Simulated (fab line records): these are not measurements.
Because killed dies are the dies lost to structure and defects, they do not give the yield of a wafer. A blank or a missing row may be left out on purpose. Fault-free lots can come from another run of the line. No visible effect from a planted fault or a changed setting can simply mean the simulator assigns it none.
Which tool did it? || flow sky130 || 13 lots with 39 wafers sampled at 5 steps, on a route of 708 steps

WHAT THE GAUGES SHOWED, per wafer
SKY_SD_N_CD_MEAS_07: the cd target is 380 nm. Usual: cdNm reads 381.1 nm (standard deviation 2.4).
{"lot": "L351", "measured": "day 28 05:51", "on": "cdSem-01", "cdNm (nm)": "378.3 384.2 381.4", "flag": ""}
{"lot": "L352", "measured": "day 28 09:15", "on": "cdSem-01", "cdNm (nm)": "378.1 381.0 377.1", "flag": ""}
{"lot": "L353", "measured": "day 28 15:10", "on": "cdSem-02", "cdNm (nm)": "384.6 381.8 385.5", "flag": ""}
{"lot": "L354", "measured": "day 29 06:19", "on": "cdSem-01", "cdNm (nm)": "377.4 379.5 379.4", "flag": ""}
{"lot": "L355", "measured": "day 29 10:23", "on": "cdSem-01", "cdNm (nm)": "380.2 379.0 377.3", "flag": ""}
{"lot": "L360", "measured": "day 30 23:34", "on": "cdSem-01", "cdNm (nm)": "379.9 380.0 379.9", "flag": ""}
{"lot": "L366", "measured": "day 33 01:58", "on": "cdSem-02", "cdNm (nm)": "380.2 383.4 382.2", "flag": ""}
{"lot": "L367", "measured": "day 33 10:58", "on": "cdSem-02", "cdNm (nm)": "386.3 384.8 384.1", "flag": ""}
{"lot": "L368", "measured": "day 33 16:37", "on": "cdSem-02", "cdNm (nm)": "383.1 384.1 382.5", "flag": ""}
{"lot": "L369", "measured": "day 34 04:51", "on": "cdSem-01", "cdNm (nm)": "380.7 378.8 380.4", "flag": ""}
{"lot": "L370", "measured": "day 34 08:16", "on": "cdSem-02", "cdNm (nm)": "382.9 383.8 381.0", "flag": ""}
{"lot": "L371", "measured": "day 34 10:04", "on": "cdSem-01", "cdNm (nm)": "377.4 379.3 377.2", "flag": ""}
{"lot": "L373", "measured": "day 35 03:13", "on": "cdSem-02", "cdNm (nm)": "381.4 380.4 381.3", "flag": ""}

SKY_LOCAL_INTERCONNECT_RS_MEAS_01: measurement is done with a four-point probe. Usual: for LOCAL_INTERCONNECT_TIN_RS the level is 14.17 ohm/sq and the standard deviation is 0.19.
{"lot": "L351", "measured": "day 29 12:05", "on": "filmMetro-02", "LOCAL_INTERCONNECT_TIN_RS (ohm/sq)": "14.32 14.34 14.16", "flag": ""}
{"lot": "L352", "measured": "day 29 16:32", "on": "filmMetro-01", "LOCAL_INTERCONNECT_TIN_RS (ohm/sq)": "14.40 14.28 14.40", "flag": ""}
{"lot": "L353", "measured": "day 29 21:38", "on": "filmMetro-01", "LOCAL_INTERCONNECT_TIN_RS (ohm/sq)": "14.31 14.32 14.37", "flag": ""}
{"lot": "L354", "measured": "day 30 13:29", "on": "filmMetro-02", "LOCAL_INTERCONNECT_TIN_RS (ohm/sq)": "14.04 14.27 13.83", "flag": ""}
{"lot": "L355", "measured": "day 30 17:50", "on": "filmMetro-04", "LOCAL_INTERCONNECT_TIN_RS (ohm/sq)": "13.98 13.86 14.02", "flag": ""}
{"lot": "L360", "measured": "day 32 06:08", "on": "filmMetro-02", "LOCAL_INTERCONNECT_TIN_RS (ohm/sq)": "14.17 13.85 14.11", "flag": ""}
{"lot": "L366", "measured": "day 34 08:21", "on": "filmMetro-02", "LOCAL_INTERCONNECT_TIN_RS (ohm/sq)": "14.34 14.05 14.38", "flag": ""}
{"lot": "L367", "measured": "day 34 16:44", "on": "filmMetro-01", "LOCAL_INTERCONNECT_TIN_RS (ohm/sq)": "14.16 14.29 14.19", "flag": ""}
{"lot": "L368", "measured": "day 34 22:27", "on": "filmMetro-04", "LOCAL_INTERCONNECT_TIN_RS (ohm/sq)": "14.03 14.05 14.26", "flag": ""}
{"lot": "L369", "measured": "day 35 10:13", "on": "filmMetro-01", "LOCAL_INTERCONNECT_TIN_RS (ohm/sq)": "14.30 13.88 14.01", "flag": ""}
{"lot": "L370", "measured": "day 35 14:25", "on": "filmMetro-02", "LOCAL_INTERCONNECT_TIN_RS (ohm/sq)": "14.28 14.31 14.03", "flag": ""}
{"lot": "L371", "measured": "day 35 15:23", "on": "filmMetro-02", "LOCAL_INTERCONNECT_TIN_RS (ohm/sq)": "14.07 13.83 13.70", "flag": ""}
{"lot": "L373", "measured": "day 36 09:07", "on": "filmMetro-02", "LOCAL_INTERCONNECT_TIN_RS (ohm/sq)": "14.30 13.88 13.99", "flag": ""}

WHAT TOOL EACH LOT RAN ON (gives the tool, then ch and the chambers of the sampled wafers, and finally the start)
{"lot": "L351", "SKY_LI_CONTACT_ETCH_15": "rieDiel-04 ch 0,1,2, day 29 10:54", "SKY_LI_CONTACT_STRIP_16": "plasmaAsher-04 ch 0,1, day 29 10:59", "SKY_LI_CONTACT_CMP_24": "cmp-02 ch 0,2,3, day 29 11:43"}
{"lot": "L352", "SKY_LI_CONTACT_ETCH_15": "rieDiel-01 ch 0,1, day 29 15:21", "SKY_LI_CONTACT_STRIP_16": "plasmaAsher-04 ch 0,1, day 29 15:26", "SKY_LI_CONTACT_CMP_24": "cmp-02 ch 0,1, day 29 16:10"}
{"lot": "L353", "SKY_LI_CONTACT_ETCH_15": "rieDiel-04 ch 0,1, day 29 20:24", "SKY_LI_CONTACT_STRIP_16": "plasmaAsher-03 ch 0,1, day 29 20:31", "SKY_LI_CONTACT_CMP_24": "cmp-01 ch 0,1, day 29 21:13"}
{"lot": "L354", "SKY_LI_CONTACT_ETCH_15": "rieDiel-03 ch 0,1, day 30 12:18", "SKY_LI_CONTACT_STRIP_16": "plasmaAsher-02 ch 0,1, day 30 12:23", "SKY_LI_CONTACT_CMP_24": "cmp-01 ch 0,1,3, day 30 13:14"}
{"lot": "L355", "SKY_LI_CONTACT_ETCH_15": "rieDiel-01 ch 1,2,3, day 30 16:33", "SKY_LI_CONTACT_STRIP_16": "plasmaAsher-03 ch 0,1, day 30 16:40", "SKY_LI_CONTACT_CMP_24": "cmp-01 ch 0,1,2, day 30 17:34"}
{"lot": "L360", "SKY_LI_CONTACT_ETCH_15": "rieDiel-01 ch 0,2,3, day 32 04:57", "SKY_LI_CONTACT_STRIP_16": "plasmaAsher-02 ch 0,1, day 32 05:02", "SKY_LI_CONTACT_CMP_24": "cmp-01 ch 0,2,3, day 32 05:46"}
{"lot": "L366", "SKY_LI_CONTACT_ETCH_15": "rieDiel-04 ch 2,3, day 34 07:02", "SKY_LI_CONTACT_STRIP_16": "plasmaAsher-02 ch 0,1, day 34 07:10", "SKY_LI_CONTACT_CMP_24": "cmp-01 ch 0,1,3, day 34 08:05"}
{"lot": "L367", "SKY_LI_CONTACT_ETCH_15": "rieDiel-04 ch 0,2,3, day 34 15:32", "SKY_LI_CONTACT_STRIP_16": "plasmaAsher-04 ch 0,1, day 34 15:38", "SKY_LI_CONTACT_CMP_24": "cmp-01 ch 2,3, day 34 16:22"}
{"lot": "L368", "SKY_LI_CONTACT_ETCH_15": "rieDiel-03 ch 0,2,3, day 34 21:14", "SKY_LI_CONTACT_STRIP_16": "plasmaAsher-04 ch 0,1, day 34 21:20", "SKY_LI_CONTACT_CMP_24": "cmp-01 ch 0,1,2, day 34 22:08"}
{"lot": "L369", "SKY_LI_CONTACT_ETCH_15": "rieDiel-03 ch 0,1,3, day 35 09:00", "SKY_LI_CONTACT_STRIP_16": "plasmaAsher-02 ch 0,1, day 35 09:05", "SKY_LI_CONTACT_CMP_24": "cmp-02 ch 0,3, day 35 09:51"}
{"lot": "L370", "SKY_LI_CONTACT_ETCH_15": "rieDiel-03 ch 0,2, day 35 13:12", "SKY_LI_CONTACT_STRIP_16": "plasmaAsher-03 ch 0,1, day 35 13:19", "SKY_LI_CONTACT_CMP_24": "cmp-01 ch 1,2,3, day 35 14:07"}
{"lot": "L371", "SKY_LI_CONTACT_ETCH_15": "rieDiel-01 ch 0,1,3, day 35 14:09", "SKY_LI_CONTACT_STRIP_16": "plasmaAsher-02 ch 1, day 35 14:14", "SKY_LI_CONTACT_CMP_24": "cmp-01 ch 1,3, day 35 14:59"}
{"lot": "L373", "SKY_LI_CONTACT_ETCH_15": "rieDiel-04 ch 0,2,3, day 36 07:39", "SKY_LI_CONTACT_STRIP_16": "plasmaAsher-02 ch 0,1, day 36 07:44", "SKY_LI_CONTACT_CMP_24": "cmp-02 ch 0,1,3, day 36 08:43"}
- SKY_LI_CONTACT_ETCH_15: etches PSG in C4F8/O2/Ar, stops on Si, target depth 600 nm.
- SKY_LI_CONTACT_STRIP_16: strips in O2/N2.
- SKY_LI_CONTACT_CMP_24: polishes, stops on PSG, t overpolish 20 s, target thk 0 nm.

AS READ BY THE TOOLS THEMSELVES (means over the sampled wafers that have a number; for cases with no such wafer, the mark the record gives instead)
SKY_LI_CONTACT_ETCH_15. Usual: oesProductAu reads 0.837 a.u. (standard deviation 0.0046).
{"lot": "L351", "tool": "rieDiel-04", "oesProductAu (a.u.)": 0.837, "flag": ""}
{"lot": "L352", "tool": "rieDiel-01", "oesProductAu (a.u.)": 0.838, "flag": ""}
{"lot": "L353", "tool": "rieDiel-04", "oesProductAu (a.u.)": 0.839, "flag": ""}
{"lot": "L354", "tool": "rieDiel-03", "oesProductAu (a.u.)": 0.835, "flag": ""}
{"lot": "L355", "tool": "rieDiel-01", "oesProductAu (a.u.)": 0.838, "flag": ""}
{"lot": "L360", "tool": "rieDiel-01", "oesProductAu (a.u.)": 0.841, "flag": ""}
{"lot": "L366", "tool": "rieDiel-04", "oesProductAu (a.u.)": 0.835, "flag": ""}
{"lot": "L367", "tool": "rieDiel-04", "oesProductAu (a.u.)": 0.836, "flag": ""}
{"lot": "L368", "tool": "rieDiel-03", "oesProductAu (a.u.)": 0.839, "flag": ""}
{"lot": "L369", "tool": "rieDiel-03", "oesProductAu (a.u.)": 0.835, "flag": ""}
{"lot": "L370", "tool": "rieDiel-03", "oesProductAu (a.u.)": 0.838, "flag": ""}
{"lot": "L371", "tool": "rieDiel-01", "oesProductAu (a.u.)": 0.832, "flag": ""}
{"lot": "L373", "tool": "rieDiel-04", "oesProductAu (a.u.)": 0.835, "flag": ""}

SKY_LI_CONTACT_STRIP_16. Usual: drypumpMotorCurrentA 5.8 A, standard deviation 0.31; oesProductAu 0.376 a.u., standard deviation 0.0052; stripTimeToEndpointS 3.50 s, standard deviation 0.049.
{"lot": "L351", "tool": "plasmaAsher-04", "drypumpMotorCurrentA (A)": 5.5, "oesProductAu (a.u.)": 0.377, "stripTimeToEndpointS (s)": 3.51, "flag": ""}
{"lot": "L352", "tool": "plasmaAsher-04", "drypumpMotorCurrentA (A)": 5.3, "oesProductAu (a.u.)": 0.375, "stripTimeToEndpointS (s)": 3.50, "flag": ""}
{"lot": "L353", "tool": "plasmaAsher-03", "drypumpMotorCurrentA (A)": 5.9, "oesProductAu (a.u.)": 0.372, "stripTimeToEndpointS (s)": 3.50, "flag": ""}
{"lot": "L354", "tool": "plasmaAsher-02", "drypumpMotorCurrentA (A)": 5.9, "oesProductAu (a.u.)": 0.382, "stripTimeToEndpointS (s)": 3.55, "flag": ""}
{"lot": "L355", "tool": "plasmaAsher-03", "drypumpMotorCurrentA (A)": 5.9, "oesProductAu (a.u.)": 0.374, "stripTimeToEndpointS (s)": 3.46, "flag": ""}
{"lot": "L360", "tool": "plasmaAsher-02", "drypumpMotorCurrentA (A)": 5.8, "oesProductAu (a.u.)": 0.382, "stripTimeToEndpointS (s)": 3.59, "flag": ""}
{"lot": "L366", "tool": "plasmaAsher-02", "drypumpMotorCurrentA (A)": 5.8, "oesProductAu (a.u.)": 0.376, "stripTimeToEndpointS (s)": 3.51, "flag": ""}
{"lot": "L367", "tool": "plasmaAsher-04", "drypumpMotorCurrentA (A)": 5.3, "oesProductAu (a.u.)": 0.373, "stripTimeToEndpointS (s)": 3.49, "flag": ""}
{"lot": "L368", "tool": "plasmaAsher-04", "drypumpMotorCurrentA (A)": 5.2, "oesProductAu (a.u.)": 0.376, "stripTimeToEndpointS (s)": 3.53, "flag": ""}
{"lot": "L369", "tool": "plasmaAsher-02", "drypumpMotorCurrentA (A)": 6.0, "oesProductAu (a.u.)": 0.379, "stripTimeToEndpointS (s)": 3.56, "flag": ""}
{"lot": "L370", "tool": "plasmaAsher-03", "drypumpMotorCurrentA (A)": 5.9, "oesProductAu (a.u.)": 0.377, "stripTimeToEndpointS (s)": 3.53, "flag": ""}
{"lot": "L371", "tool": "plasmaAsher-02", "drypumpMotorCurrentA (A)": 5.7, "oesProductAu (a.u.)": 0.378, "stripTimeToEndpointS (s)": 3.52, "flag": ""}
{"lot": "L373", "tool": "plasmaAsher-02", "drypumpMotorCurrentA (A)": 5.9, "oesProductAu (a.u.)": 0.379, "stripTimeToEndpointS (s)": 3.49, "flag": ""}

SKY_LI_CONTACT_CMP_24. Usual: motorCurrentA reads 11.0 A (standard deviation 0.85).
{"lot": "L351", "tool": "cmp-02", "motorCurrentA (A)": 10.7, "flag": ""}
{"lot": "L352", "tool": "cmp-02", "motorCurrentA (A)": 11.0, "flag": ""}
{"lot": "L353", "tool": "cmp-01", "motorCurrentA (A)": 10.4, "flag": ""}
{"lot": "L354", "tool": "cmp-01", "motorCurrentA (A)": 11.2, "flag": ""}
{"lot": "L355", "tool": "cmp-01", "motorCurrentA (A)": 10.7, "flag": ""}
{"lot": "L360", "tool": "cmp-01", "motorCurrentA (A)": 11.0, "flag": ""}
{"lot": "L366", "tool": "cmp-01", "motorCurrentA (A)": 11.1, "flag": ""}
{"lot": "L367", "tool": "cmp-01", "motorCurrentA (A)": 10.9, "flag": ""}
{"lot": "L368", "tool": "cmp-01", "motorCurrentA (A)": 11.2, "flag": ""}
{"lot": "L369", "tool": "cmp-02", "motorCurrentA (A)": 9.3, "flag": ""}
{"lot": "L370", "tool": "cmp-01", "motorCurrentA (A)": 11.2, "flag": ""}
{"lot": "L371", "tool": "cmp-01", "motorCurrentA (A)": 11.5, "flag": ""}
{"lot": "L373", "tool": "cmp-02", "motorCurrentA (A)": 10.2, "flag": ""}

THE ANSWER, worked out from the rows above alone
Rule: lot off if the mean of its wafers having a number is beyond 3 standard deviations from the usual mean. A lot without any number at a reading at which 4 lots or more have one is off too. All remaining lots with rows at the step are treated as sound. After the gauges, taken in route order, come the tools' own readings; for these a lot's mean is taken, as printed above. At the first step where some lot is off, the reading lying furthest off is the one used; lots without a number count as furthest.
None of the lots is off at any reading shown; this tells nothing.

WHAT THE SIMULATOR HAD PUT IN
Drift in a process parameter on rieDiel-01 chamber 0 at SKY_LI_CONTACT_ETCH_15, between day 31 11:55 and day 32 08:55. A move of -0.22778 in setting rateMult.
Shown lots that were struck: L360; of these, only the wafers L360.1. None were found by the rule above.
